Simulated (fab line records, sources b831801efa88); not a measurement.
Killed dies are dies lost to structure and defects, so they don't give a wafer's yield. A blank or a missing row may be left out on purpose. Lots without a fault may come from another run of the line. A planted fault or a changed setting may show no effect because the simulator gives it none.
Which tool did it? | flow sky130 | 6 lots, 17 wafers sampled, at 1 step of a route of 708

WHAT THE GAUGES READ, wafer by wafer
SKY_CAPM_THK_MEAS_04: measures by xrf.
lot  | measured     | on            | CAPM_TIN_THK (nm)
L110 | day 36 12:44 | film_metro-02 | 202.9 201.8 203.2
L114 | day 37 17:28 | film_metro-01 | 197.0 198.7 199.8
L118 | day 38 15:01 | film_metro-01 | 199.6 199.5 194.1
L120 | day 39 12:27 | film_metro-02 | 199.9 200.4 199.6
L123 | day 40 03:11 | film_metro-02 | 200.2 200.9 199.3
L124 | day 40 19:12 | film_metro-01 | 199.4 199.3

WHICH TOOL RAN EACH LOT (tool, then ch and the chambers of the sampled wafers, then the start)
The record holds no process step before these readings.

THE ANSWER, worked out from the rows above alone
Rule: what is usual is taken from the lots themselves. Put in order of their means at a reading, lots are off if they are a third of the lots or fewer, leave a main group of 4 or more, and stand apart from it by a gap of 3 or more times the standard deviation of the main group's means; of several such gaps the widest counts. A main group whose means are all the same, to the digits that the tables above print for the reading, isn't used. A lot without any number at a reading at which 4 lots or more have one is off too. The other lots that the step has rows for count as sound.
No lot is off at any reading shown: from this, nothing can be told.

WHAT THE SIMULATOR HAD PUT IN
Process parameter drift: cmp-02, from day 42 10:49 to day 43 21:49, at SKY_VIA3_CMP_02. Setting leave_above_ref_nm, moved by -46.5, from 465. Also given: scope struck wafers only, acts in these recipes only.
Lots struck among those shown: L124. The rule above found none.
